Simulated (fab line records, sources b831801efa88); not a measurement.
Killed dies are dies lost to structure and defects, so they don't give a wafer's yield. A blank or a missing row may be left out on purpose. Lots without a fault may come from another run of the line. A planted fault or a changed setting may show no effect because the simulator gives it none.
Which tool did it? | flow gf180mcu | 15 lots, 45 wafers sampled, at 2 steps of a route of 602

WHAT THE GAUGES READ, wafer by wafer
GF_M4_RS_MEAS_05: measures by four-point-probe. Usual: M4_ALCU_RS 0.0689 ohm/sq, standard deviation 0.00088.
lot  | measured     | on            | M4_ALCU_RS (ohm/sq)  | flag
L528 | day 22 12:25 | film_metro-04 | 0.0696 0.0696 0.0695 |
L529 | day 23 00:47 | film_metro-02 | 0.0692 0.0680 0.0688 |
L530 | day 23 05:06 | film_metro-04 | 0.0681 0.0686 0.0675 |
L531 | day 23 17:25 | film_metro-03 | 0.0677 0.0678 0.0689 |
L532 | day 23 23:16 | film_metro-04 | 0.0687 0.0683 0.0693 |
L536 | day 25 05:33 | film_metro-02 | 0.0682 0.0690 0.0687 |
L537 | day 25 14:36 | film_metro-04 | 0.0686 0.0685 0.0690 |
L539 | day 26 07:20 | film_metro-02 | 0.0687 0.0690 0.0696 |
L541 | day 26 22:16 | film_metro-04 | 0.0702 0.0699 0.0695 |
L544 | day 28 00:08 | film_metro-04 | 0.0691 0.0694 0.0691 |
L545 | day 28 19:35 | film_metro-03 | 0.0681 0.0671 0.0676 |
L548 | day 29 05:15 | film_metro-02 | 0.0692 0.0685 0.0689 |
L549 | day 29 10:41 | film_metro-04 | 0.0686 0.0689 0.0682 |
L551 | day 29 20:14 | film_metro-04 | 0.0697 0.0689 0.0694 |
L550 | day 29 22:11 | film_metro-02 | 0.0695 0.0688 0.0694 |

WHICH TOOL RAN EACH LOT (tool, then ch and the chambers of the sampled wafers, then the start)
lot  | GF_V3_CMP_26
L528 | cmp-02 ch 0,2,3, day 22 11:57
L529 | cmp-02 ch 1,2,3, day 23 00:14
L530 | cmp-02 ch 0,1,3, day 23 04:41
L531 | cmp-01 ch 0,2,3, day 23 16:53
L532 | cmp-02 ch 0,3, day 23 22:45
L536 | cmp-02 ch 0,2,3, day 25 05:01
L537 | cmp-02 ch 0,1,3, day 25 14:04
L539 | cmp-01 ch 0,3, day 26 06:52
L541 | cmp-01 ch 0,1,2, day 26 21:44
L544 | cmp-02 ch 0,1,2, day 27 23:38
L545 | cmp-02 ch 1,2,3, day 28 19:04
L548 | cmp-01 ch 1,3, day 29 04:41
L549 | cmp-02 ch 0,1,2, day 29 10:10
L551 | cmp-02 ch 1,3, day 29 19:41
L550 | cmp-01 ch 0,1,3, day 29 21:45
- GF_V3_CMP_26: polishes, stops on SiO2, t overpolish 15 s, target thk 0 nm.

WHAT THE TOOLS THEMSELVES READ (means of the sampled wafers that have a number; where no wafer has one, the mark that the record gives instead)
GF_V3_CMP_26. Usual: motor_current_A 10.4 A, standard deviation 1.3; overpolish_run_s 15.000 s, standard deviation 0.0099; slurry_filter_dp_kPa 13.51 kPa, standard deviation 0.15; time_to_endpoint_s 84 s, standard deviation 4.3.
lot  | tool   | motor_current_A (A) | overpolish_run_s (s) | slurry_filter_dp_kPa (kPa) | time_to_endpoint_s (s) | flag
L528 | cmp-02 | 10.3                | 14.999               | 13.56                      | 88                     |
L529 | cmp-02 | 10.4                | 15.010               | 13.40                      | 87                     |
L530 | cmp-02 | 11.3                | 15.003               | 13.43                      | 86                     |
L531 | cmp-01 | 9.9                 | 14.995               | 13.45                      | 85                     |
L532 | cmp-02 | 11.4                | 14.999               | 13.41                      | 84                     |
L536 | cmp-02 | 10.2                | 15.004               | 13.56                      | 86                     |
L537 | cmp-02 | 11.6                | 15.001               | 13.50                      | 83                     |
L539 | cmp-01 | 10.4                | 15.006               | 13.43                      | 79                     |
L541 | cmp-01 | 9.9                 | 14.998               | 13.50                      | 81                     |
L544 | cmp-02 | 11.1                | 15.004               | 13.57                      | 82                     |
L545 | cmp-02 | 10.2                | 15.000               | 13.57                      | 86                     |
L548 | cmp-01 | 9.3                 | 14.993               | 13.49                      | 79                     |
L549 | cmp-02 | 10.9                | 14.997               | 13.70                      | 85                     |
L551 | cmp-02 | 10.5                | 14.996               | 13.43                      | 88                     |
L550 | cmp-01 | 9.7                 | 15.003               | 13.56                      | 83                     |

THE ANSWER, worked out from the rows above alone
Rule: a lot is off if the mean of its wafers that have a number lies more than 3 standard deviations from the usual mean. A lot without any number at a reading at which 4 lots or more have one is off too. The other lots that the step has rows for count as sound. The gauges are gone through in route order, then the tools' own readings, and for those a lot's mean is taken as printed above. The first step at which some lot is off is used, and at that step the reading that is off furthest; a lot without a number counts as furthest.
No lot is off at any reading shown: from this, nothing can be told.

WHAT THE SIMULATOR HAD PUT IN
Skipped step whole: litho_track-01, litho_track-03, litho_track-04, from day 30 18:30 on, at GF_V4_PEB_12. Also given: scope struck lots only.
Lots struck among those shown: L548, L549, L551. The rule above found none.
